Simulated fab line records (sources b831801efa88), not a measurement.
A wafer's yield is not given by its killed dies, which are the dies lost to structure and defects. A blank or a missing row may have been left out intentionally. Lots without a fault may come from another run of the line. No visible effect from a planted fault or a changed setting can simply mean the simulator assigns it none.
A lot that was struck, set against a sound lot ; flow gf180mcu ; 16 steps out of a route of 602
Sound: the wafers L217.3, L217.5, L217.6. The struck wafers were L223.1, L223.4, L223.5. The cause comes at the end.
At each step with rows: each side's tool, then ch and its chambers, then its first start. Under that, the readings that differ: sound wafers ; struck wafers ; difference of the means ; sigmas: that difference in standard deviations of wafers without a fault.
alike: readings whose means differ by less than 2 such deviations, and words and numbers that are the same on both sides. not compared: withheld readings, readings that some wafer has no value for, bounds like >300 that may hide the same value, and numbers for which the record gives no deviation and whose values overlap.
A row with sigmas, a row that says differs or no value, or rows on one side alone: a step with any of these is where the two part. Non-overlapping numbers with no deviation appear without sigmas and do not part them. Lack of a reading on every wafer of one side parts them only where that side has two or more wafers.

first, 3 steps without rows for these wafers: GF_MVSD_EXPOSE_04 (exposes mask MVSD, target cd 1000 nm); GF_MVSD_PEB_05; GF_MVSD_DEVELOP_06 (develop time 60 s).
GF_MVSD_OVL_MEAS_07:
  sound: overlay-01 at day 4 20:54; struck: overlay-01 at day 6 02:24
  alike: MVSD_OVL
then, 2 steps without rows for these wafers: GF_MVSD_IMPLANT_08; GF_MVSD_IMPLANT_09.
GF_MVSD_STRIP_10: strips in O2/N2.
  sound on plasma-asher-02 ch 0,1, day 4 21:16; struck on plasma-asher-02 ch 0,1, day 6 02:44
  alike: drypump-motor-current-A, heater-power-w, oes-product-au, strip-time-to-endpoint-s
  not compared: rf-hours-counter-h
GF_MVSD_TW_MEAS_11:
  sound: film-metro-01 at day 4 21:21; struck: film-metro-04 at day 6 02:50
  alike: MVSD_TW
then, 4 steps without rows for these wafers: GF_MVPSD_DEHYDRATE_00 (time 60 s); GF_MVPSD_HMDS_01 (prime time 60 s); GF_MVPSD_COAT_02 (resist thk 3000 nm); GF_MVPSD_SOFTBAKE_03.
GF_MVPSD_EXPOSE_04: exposes mask MVPSD, target cd 1000 nm.
  sound on iline-stepper-01 ch 0, day 5 04:33; struck on iline-stepper-02 ch 0, day 6 10:04
reading;sound;struck;difference;sigmas
model.MVPSD.overlay-x-nm (nm);-0.01172 -0.01172 -0.01172;231.9 231.9 231.9;+231.9;
  alike: mask
then, 2 steps without rows for these wafers: GF_MVPSD_PEB_05; GF_MVPSD_DEVELOP_06 (develop time 60 s).
GF_MVPSD_OVL_MEAS_07:
  sound: overlay-02 at day 5 10:54; struck: overlay-02 at day 6 17:26
reading;sound;struck;difference;sigmas
MVPSD_OVL (nm);2.7 2.2 1.7;233.2 232.9 232.4;+230.6;+99 or more
  not compared: hold

== WHERE THEY PART ==
Within this record, at GF_MVPSD_OVL_MEAS_07 only.

WHY: whatever the simulator had introduced
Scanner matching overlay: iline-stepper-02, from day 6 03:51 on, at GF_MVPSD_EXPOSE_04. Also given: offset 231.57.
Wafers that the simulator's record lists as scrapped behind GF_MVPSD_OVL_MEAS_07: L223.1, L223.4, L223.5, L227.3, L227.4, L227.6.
